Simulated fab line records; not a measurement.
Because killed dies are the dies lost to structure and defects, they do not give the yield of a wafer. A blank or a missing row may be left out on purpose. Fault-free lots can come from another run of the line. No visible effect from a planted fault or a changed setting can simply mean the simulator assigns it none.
Which tool was responsible?	flow sky130	Sampling: 7 lots, 21 wafers, 3 of 708 route steps

WHAT EACH GAUGE READ, for each wafer
SKY_GATE_OXIDE_THK_MEAS_02.
lot	measured	on	GATE_OXIDE_OXIDATION_00_THK (nm)
L456	day 12 10:34	filmMetro-02	9.96 9.92 9.84
L459	day 14 04:06	filmMetro-02	10.38 10.43 10.41
L460	day 14 20:38	filmMetro-04	10.48 10.68 10.44
L464	day 15 15:46	filmMetro-02	9.90 9.86 9.88
L473	day 19 01:05	filmMetro-03	15.82 15.68 15.60
L476	day 20 13:41	filmMetro-02	10.35 10.26 10.29
L478	day 20 17:36	filmMetro-04	10.21 10.39 10.16

EACH LOT AND THE TOOL THAT RAN IT (in order: tool; ch and the chambers of the sampled wafers; start)
lot	SKY_VT_ADJUST_NCORE_STRIP_10	SKY_GATE_OXIDE_OXIDATION_01
L456	plasmaAsher-01 ch 0,1, day 8 10:56	furnace-02 ch 0, day 12 09:08
L459	plasmaAsher-04 ch 0, day 9 23:19	furnace-02 ch 0, day 14 02:41
L460	plasmaAsher-04 ch 0,1, day 10 09:48	furnace-01 ch 0, day 14 19:12
L464	plasmaAsher-04 ch 0,1, day 11 03:37	furnace-01 ch 0, day 15 14:22
L473	plasmaAsher-04 ch 0,1, day 13 15:43	furnace-02 ch 0, day 18 21:05
L476	plasmaAsher-01 ch 0,1, day 15 01:56	furnace-01 ch 0, day 20 12:16
L478	plasmaAsher-01 ch 0,1, day 15 10:52	furnace-01 ch 0, day 20 16:11
- SKY_VT_ADJUST_NCORE_STRIP_10: strips in O2/N2.
- SKY_GATE_OXIDE_OXIDATION_01: stabilise 600 s, purge 300 s, target thk 10.268 nm.

THE ANSWER, worked out from the rows above alone
Rule: the usual values come from the lots themselves. The widest of any qualifying gaps counts: lots, ordered by their means at a reading, are off when they make up no more than a third of the lots, leave a main group of 4 or more, and stand apart from it by 3 or more times the standard deviation of that group's means. A main group whose means are all the same, to the digits that the tables above print for the reading, isn't used. A lot without any number at a reading at which 4 lots or more have one is off too. All remaining lots with rows at the step are treated as sound.
Off: L473, at SKY_GATE_OXIDE_THK_MEAS_02 (GATE_OXIDE_OXIDATION_00_THK). Main group: mean 10.21 nm, sd 0.24.
A tool fits if, at a process step before that reading, it ran every lot that is off, and no sound lot after the first of them. Those tools and the gauges at SKY_GATE_OXIDE_THK_MEAS_02 are tried in the same way. Can't be told from this: 3 tools fit, plasmaAsher-04 at SKY_VT_ADJUST_NCORE_STRIP_10, furnace-02 at SKY_GATE_OXIDE_OXIDATION_01, filmMetro-03 at SKY_GATE_OXIDE_THK_MEAS_02.

WHAT HAD BEEN PUT IN BY THE SIMULATOR
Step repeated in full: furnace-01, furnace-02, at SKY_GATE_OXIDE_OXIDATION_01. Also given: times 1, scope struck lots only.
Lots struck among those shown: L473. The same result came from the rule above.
